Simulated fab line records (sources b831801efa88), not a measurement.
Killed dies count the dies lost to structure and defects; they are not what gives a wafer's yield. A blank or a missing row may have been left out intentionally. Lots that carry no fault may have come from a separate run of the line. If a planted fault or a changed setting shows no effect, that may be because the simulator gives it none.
Matching of chambers	flow gf180mcu	GF_V4_CVD_02 on pecvd-02 has 3 sister chambers
The step deposits SiO2 from TEOS, target thk 850 nm, time 94.851 s. 6 wafers are shown with their chamber, then 8 later ones without.

WAFERS WITH THEIR CHAMBER
wafer	chamber	heaterPowerW (W)
L083.4	0	574
L083.5	2	805
L088.1	1	636
L088.2	2	813
L088.3	0	671
L088.4	1	687

WAFERS WITHOUT THEIR CHAMBER
wafer	heaterPowerW (W)
L088.5	821
L088.6	702
L089.1	619
L089.2	796
L089.3	764
L089.4	646
L089.5	603
L089.6	657

WHICH CHAMBER EACH ONE RAN IN
wafer	from the rows above	in truth
L088.5	2	2
L088.6	can't be placed: 1 or 0 or 2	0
L089.1	can't be placed: 0 or 1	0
L089.2	2	2
L089.3	can't be placed: 2 or 1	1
L089.4	can't be placed: 1 or 0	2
L089.5	can't be placed: 0 or 1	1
L089.6	can't be placed: 1 or 0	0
Correct placement for 2 of the 8. From these rows, 6 cannot be placed; in 5 the true chamber is one of the candidates. Placed wrongly: 0.
How it was worked out, from the rows above alone: a wafer's distance from a chamber is the root of the sum, over the readings, of the square of ((its reading less the chamber's mean) divided by the reading's scatter). The wafer belongs to the nearest chamber; if the next one is less than 2 further off, it can't be placed. A chamber's mean is the mean of its shown wafers. The scatter: take each reading less its chamber's mean, square it, sum over the shown wafers, divide by the number of wafers less the number of chambers, and take the root.
